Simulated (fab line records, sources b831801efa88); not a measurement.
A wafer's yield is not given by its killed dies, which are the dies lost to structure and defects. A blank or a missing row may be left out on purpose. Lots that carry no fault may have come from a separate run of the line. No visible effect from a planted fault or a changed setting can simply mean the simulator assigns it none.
8D (eight disciplines) problem report, filled in by code :: flow gf180mcu :: the parts of the form that need people (team, actions taken, sign-off) are left out

== 1. WHAT WENT WRONG ==
At GF_HV_LDD_DEHYDRATE_00, heater_power_total_W averages 151.86 W over 6 wafers from 2 lots, while fault-free wafers read 160.38 W, standard deviation 0.12. That is -71 standard deviations from the usual mean.
The step: time 60 s.
The first sign was on wafer L533.2 at day 13 20:44, on litho_track-02. Wafers with a number at this step in the record: 42, from 14 lots. Rule for "out" (also "out of limits"): further than 4 standard deviations from the usual mean. All remaining wafers that have a number are taken as sound.

== 2. WHAT IT IS; WHAT IT IS NOT ==
question: which readings at this step
is: heater_power_total_W, plate_temp_C
is not: -

question: which lots
is: L533, L535
is not: L521, L523, L524, L525, L526, L527, L528, L529, L531, L540, L541, L542

question: which wafers of those lots
is: all that have a number
is not: -

question: read on which tools
is: litho_track-02
is not: litho_track-01, litho_track-04

question: when
is: from day 13 20:44
is not: up to then (27 sound wafers); but 9 sound wafers of L540, L541, L542 came after

== 3. WHAT RULES OUT EACH SUSPECT ==
Counting: a tool at any process step up to the reading remains a suspect when it ran all the lots that are out and ran no sound lot after the first of those.
- plasma_asher-03 at GF_DUAL_GATE_STRIP_13 (strips in O2/N2): ruled out as a lasting fault. Sound lots L541, L542 ran on it after its first lot that is out, L533 (day 12 09:49).
- litho_track-02 at GF_HV_LDD_DEHYDRATE_00 (time 60 s): kept. All lots that are out passed through it, beginning with L533 at day 13 20:44, and no sound lot followed; its final sound lot before that point was L528 at day 12 06:18. Its own readings are out on those wafers: heater_power_total_W, plate_temp_C.
Remaining after the count: litho_track-02 at GF_HV_LDD_DEHYDRATE_00.

== 4. THE CAUSE (what the simulator had put in) ==
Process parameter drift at GF_HV_LDD_DEHYDRATE_00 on litho_track-02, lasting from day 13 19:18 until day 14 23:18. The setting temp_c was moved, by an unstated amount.
This tool alone remained once counting was done.

== 5. THE EFFECT CHAIN, in route order ==
Rows list readings where the struck wafers' mean (over those with a number) sits beyond 3 standard deviations from the usual. Only readings for which the record gives a usual standard deviation are gone through. hours: the time from each lot's start at the first step in this table that gives one to its start at this step, as a median over the lots. sigmas: the change in usual standard deviations.
hours: 0
step: GF_HV_LDD_DEHYDRATE_00
reading: heater_power_total_W
usual: 160.38 W
on struck wafers: 151.86
change: -8.52
sigmas: -71

hours: 0
step: GF_HV_LDD_DEHYDRATE_00
reading: plate_temp_C
usual: 199.97 C
on struck wafers: 191.52
change: -8.45
sigmas: -53
The process steps in it:
- GF_HV_LDD_DEHYDRATE_00: time 60 s.
Later measuring or inspecting steps at which every struck wafer that the step has a row for has a number for every such reading, and none has moved that far: GF_HV_LDD_CD_MEAS_07.

== 6. WHAT WOULD HAVE CAUGHT IT SOONER ==
In this record the first reading out of limits was taken at day 13 20:44, 1 hour after the fault began at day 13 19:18.
